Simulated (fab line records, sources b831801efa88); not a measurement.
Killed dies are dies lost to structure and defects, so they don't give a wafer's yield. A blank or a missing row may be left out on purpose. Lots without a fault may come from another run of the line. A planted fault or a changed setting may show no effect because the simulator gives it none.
A struck lot beside a sound one | flow gf180mcu | 14 steps out of a route of 602
Sound: wafers L829.1, L829.2, L829.6. Struck: wafers L838.1, L838.2, L838.4. The cause comes at the end.
At each step with rows: each side's tool, then ch and its chambers, then its first start. Under that, the readings that differ: sound wafers | struck wafers | difference of the means | sigmas: that difference in standard deviations of wafers without a fault.
alike: readings whose means differ by less than 2 such deviations, and words and numbers that are the same on both sides. not compared: withheld readings, readings that some wafer has no value for, bounds like >300 that may hide the same value, and numbers for which the record gives no deviation and whose values overlap.
The two part at a step that has a row with sigmas, a row that says differs or no value, or rows on one side only. Numbers that don't overlap but have no deviation are shown without sigmas and don't part them. A reading that every wafer of one side lacks parts them only if that side has two wafers or more.

GF_MIM_SPUTTER_04: material TiN, target thk 50 nm, time 41.7 s.
  sound on pvd_sputter-03, day 25 23:38; struck on pvd_sputter-03, day 28 20:38
  alike: throttle_valve_pct
GF_MIM_CVD_05: deposits Si3N4, target thk 42 nm, time 29.086 s.
  sound on pecvd-02 ch 0,2, day 25 23:40; struck on pecvd-04 ch 0,2, day 28 20:41
  alike: heater_power_w
GF_MIM_THK_MEAS_06:
  sound on film_metro-01, day 25 23:42; struck on film_metro-02, day 28 20:43
  alike: MIM_CVD_05_THK
GF_MIM_SPUTTER_07: material TiN, target thk 60 nm, time 50 s.
  sound on pvd_sputter-01, day 25 23:46; struck on pvd_sputter-01, day 28 20:46
  alike: throttle_valve_pct
GF_MIM_SPUTTER_08: material AlCu, target thk 200 nm, time 10.6 s.
  sound on pvd_sputter-01, day 25 23:48; struck on pvd_sputter-01, day 28 20:49
  alike: throttle_valve_pct
GF_MIM_SPUTTER_09: material TiN, target thk 35 nm, time 29.2 s.
  sound on pvd_sputter-01, day 25 23:50; struck on pvd_sputter-01, day 28 20:50
  alike: throttle_valve_pct
GF_MIM_RS_MEAS_10: measures by four-point-probe.
  sound on film_metro-02, day 25 23:52; struck on film_metro-01, day 28 20:52
  alike: MIM_ALCU_RS
GF_MIM_THK_MEAS_11: measures by xrf.
  sound on film_metro-02, day 25 23:59; struck on film_metro-01, day 28 20:59
  alike: MIM_ALCU_THK
then, 4 steps without rows for these wafers: GF_MIM_DEHYDRATE_12 (time 60 s); GF_MIM_HMDS_13 (prime time 60 s); GF_MIM_COAT_14 (resist thk 1000 nm); GF_MIM_SOFTBAKE_15 (time 60 s).
GF_MIM_EXPOSE_16: exposes mask FuseTop, target cd 2000 nm.
  sound on iline_stepper-01 ch 0, day 26 09:33; struck on iline_stepper-02, day 29 05:48
  no value came back on the struck wafers for exposure_dose_mJ_cm2, focus_offset_nm (nm); on the sound wafers exposure_dose_mJ_cm2 reads 140.09 140.08 139.91
  alike: mask
then, 1 step without rows for these wafers: GF_MIM_PEB_17.

WHERE THEY PART
Only at GF_MIM_EXPOSE_16, within this record.

WHY: what the simulator had put in
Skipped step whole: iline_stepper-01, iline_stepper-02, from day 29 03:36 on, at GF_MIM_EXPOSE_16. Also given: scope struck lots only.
